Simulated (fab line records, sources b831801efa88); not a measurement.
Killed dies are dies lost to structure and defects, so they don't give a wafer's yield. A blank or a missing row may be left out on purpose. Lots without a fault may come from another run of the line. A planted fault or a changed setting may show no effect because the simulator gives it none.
Which tool did it? | flow gf180mcu | 15 lots, 45 wafers sampled, at 4 steps of a route of 602

WHAT THE GAUGES READ, wafer by wafer
GF_CONTACT_THK_MEAS_03. Usual: CONTACT_CVD_02_THK 856 nm, standard deviation 13.
lot  | measured     | on            | CONTACT_CVD_02_THK (nm) | flag
L309 | day 15 03:47 | film_metro-02 | 831 858 870             |
L310 | day 15 20:34 | film_metro-02 | 848 857 860             |
L312 | day 16 04:53 | film_metro-04 | 843 865 860             |
L311 | day 16 06:56 | film_metro-02 | 875 878 872             |
L316 | day 17 21:40 | film_metro-04 | 857 843 856             |
L318 | day 18 13:05 | film_metro-03 | 837 854 863             |
L319 | day 19 02:44 | film_metro-03 | 828 854 843             |
L325 | day 20 19:43 | film_metro-03 | 855 869 864             |
L326 | day 21 13:37 | film_metro-03 | 873 873 873             |
L327 | day 21 16:00 | film_metro-04 | 825 838 837             |
L328 | day 21 18:52 | film_metro-02 | 854 866 876             |
L329 | day 22 04:18 | film_metro-03 | 839 836 845             |
L330 | day 23 07:45 | film_metro-02 | 848 840 856             |
L331 | day 23 10:44 | film_metro-03 | 858 841 855             |
L332 | day 23 13:37 | film_metro-03 | 853 857 858             |

GF_V1_BOW_MEAS_05. Usual: V1_BOW 85 um, standard deviation 7.2.
lot  | measured     | on            | V1_BOW (um) | flag
L309 | day 17 04:13 | film_metro-03 | 73 91 86    |
L310 | day 17 21:36 | film_metro-02 | 94 87 91    |
L312 | day 18 06:22 | film_metro-01 | 92 84 85    |
L311 | day 18 08:32 | film_metro-01 | 90 77 85    |
L316 | day 20 01:31 | film_metro-01 | 82 87 80    |
L318 | day 20 16:56 | film_metro-01 | 80 82 77    |
L319 | day 21 06:20 | film_metro-03 | 98 97 92    |
L325 | day 22 21:47 | film_metro-01 | 61 59 50    | OFF
L326 | day 23 15:43 | film_metro-02 | 58 55 54    | OFF
L327 | day 23 18:10 | film_metro-03 | 50 57 46    | OFF
L328 | day 23 20:25 | film_metro-02 | 97 84 84    |
L329 | day 24 05:54 | film_metro-01 | 85 92 77    |
L330 | day 25 10:33 | film_metro-03 | 80 81 74    |
L331 | day 25 10:41 | film_metro-02 | 92 73 77    |
L332 | day 25 13:43 | film_metro-01 | 90 85 87    |

WHICH TOOL RAN EACH LOT (tool, then ch and the chambers of the sampled wafers, then the start)
lot  | GF_M1_SPUTTER_00             | GF_V1_CVD_00
L309 | pvd_sputter-04, day 16 03:43 | hdpcvd-01 ch 0,1, day 17 03:32
L310 | pvd_sputter-04, day 16 20:51 | hdpcvd-02 ch 0,2, day 17 20:55
L312 | pvd_sputter-02, day 17 05:07 | hdpcvd-02 ch 0,1, day 18 05:43
L311 | pvd_sputter-02, day 17 07:22 | hdpcvd-02 ch 1,2, day 18 07:58
L316 | pvd_sputter-04, day 18 23:39 | hdpcvd-02 ch 0,2, day 20 00:55
L318 | pvd_sputter-01, day 19 14:47 | hdpcvd-02 ch 1,2, day 20 16:20
L319 | pvd_sputter-02, day 20 04:51 | hdpcvd-01 ch 0,2, day 21 05:46
L325 | pvd_sputter-02, day 21 21:06 | hdpcvd-01 ch 0,1,2, day 22 21:13
L326 | pvd_sputter-01, day 22 14:43 | hdpcvd-01 ch 1,2, day 23 15:06
L327 | pvd_sputter-04, day 22 17:33 | hdpcvd-01 ch 1,2, day 23 17:34
L328 | pvd_sputter-01, day 22 20:13 | hdpcvd-01 ch 1,2, day 23 19:48
L329 | pvd_sputter-02, day 23 05:52 | hdpcvd-02 ch 0,1, day 24 05:19
L330 | pvd_sputter-04, day 24 08:28 | hdpcvd-01 ch 0,2, day 25 09:59
L331 | pvd_sputter-04, day 24 11:00 | hdpcvd-02 ch 0,1,2, day 25 10:07
L332 | pvd_sputter-01, day 24 13:57 | hdpcvd-02 ch 0,1,2, day 25 12:52
- GF_M1_SPUTTER_00: material Ti, target thk 37.5 nm, time 150 s.
- GF_V1_CVD_00: deposits SiO2, target thk 600 nm, time 100 s.

WHAT THE TOOLS THEMSELVES READ (means of the sampled wafers that have a number; where no wafer has one, the mark that the record gives instead)
GF_M1_SPUTTER_00. Usual: throttle_valve_pct 30.5 %, standard deviation 1.
lot  | tool           | throttle_valve_pct (%) | flag
L309 | pvd_sputter-04 | 30.7                   |
L310 | pvd_sputter-04 | 31.5                   |
L312 | pvd_sputter-02 | 30.9                   |
L311 | pvd_sputter-02 | 30.8                   |
L316 | pvd_sputter-04 | 31.4                   |
L318 | pvd_sputter-01 | 30.1                   |
L319 | pvd_sputter-02 | 29.9                   |
L325 | pvd_sputter-02 | 29.6                   |
L326 | pvd_sputter-01 | 30.3                   |
L327 | pvd_sputter-04 | 31.0                   |
L328 | pvd_sputter-01 | 30.3                   |
L329 | pvd_sputter-02 | 29.8                   |
L330 | pvd_sputter-04 | 31.1                   |
L331 | pvd_sputter-04 | 30.8                   |
L332 | pvd_sputter-01 | 30.0                   |

GF_V1_CVD_00. Usual: pressure_mtorr 6.001 mTorr, standard deviation 0.012; run_length_s 128.0 s, standard deviation 0.55; sih4_flow_sccm 59.95 sccm, standard deviation 0.19.
lot  | tool      | pressure_mtorr (mTorr) | run_length_s (s) | sih4_flow_sccm (sccm) | flag
L309 | hdpcvd-01 | 6.006                  | 127.8            | 59.93                 |
L310 | hdpcvd-02 | 5.987                  | 127.6            | 59.80                 |
L312 | hdpcvd-02 | 5.996                  | 127.4            | 60.08                 |
L311 | hdpcvd-02 | 6.007                  | 127.2            | 60.14                 |
L316 | hdpcvd-02 | 6.007                  | 128.0            | 59.92                 |
L318 | hdpcvd-02 | 5.996                  | 127.5            | 59.91                 |
L319 | hdpcvd-01 | 5.996                  | 128.1            | 59.89                 |
L325 | hdpcvd-01 | -                      | -                | -                     | OFF
L326 | hdpcvd-01 | -                      | -                | -                     | OFF
L327 | hdpcvd-01 | -                      | -                | -                     | OFF
L328 | hdpcvd-01 | 5.997                  | 128.9            | 59.81                 |
L329 | hdpcvd-02 | 5.995                  | 127.7            | 60.04                 |
L330 | hdpcvd-01 | 6.009                  | 128.4            | 59.96                 |
L331 | hdpcvd-02 | 6.012                  | 127.4            | 59.86                 |
L332 | hdpcvd-02 | 6.004                  | 127.5            | 59.77                 |

THE ANSWER, worked out from the rows above alone
Rule: a lot is off if the mean of its wafers that have a number lies more than 3 standard deviations from the usual mean. A lot without any number at a reading at which 4 lots or more have one is off too. The other lots that the step has rows for count as sound. The gauges are gone through in route order, then the tools' own readings, and for those a lot's mean is taken as printed above. The first step at which some lot is off is used, and at that step the reading that is off furthest; a lot without a number counts as furthest.
Off: L325, L326, L327, at GF_V1_BOW_MEAS_05 (V1_BOW).
A tool fits if, at a process step before that reading, it ran every lot that is off, and no sound lot after the first of them. The gauges at GF_V1_BOW_MEAS_05 aren't tried: what is off there is off at GF_V1_CVD_00 too, on other tools, and a gauge's error can't cause that. None of those tried fits.

WHAT THE SIMULATOR HAD PUT IN
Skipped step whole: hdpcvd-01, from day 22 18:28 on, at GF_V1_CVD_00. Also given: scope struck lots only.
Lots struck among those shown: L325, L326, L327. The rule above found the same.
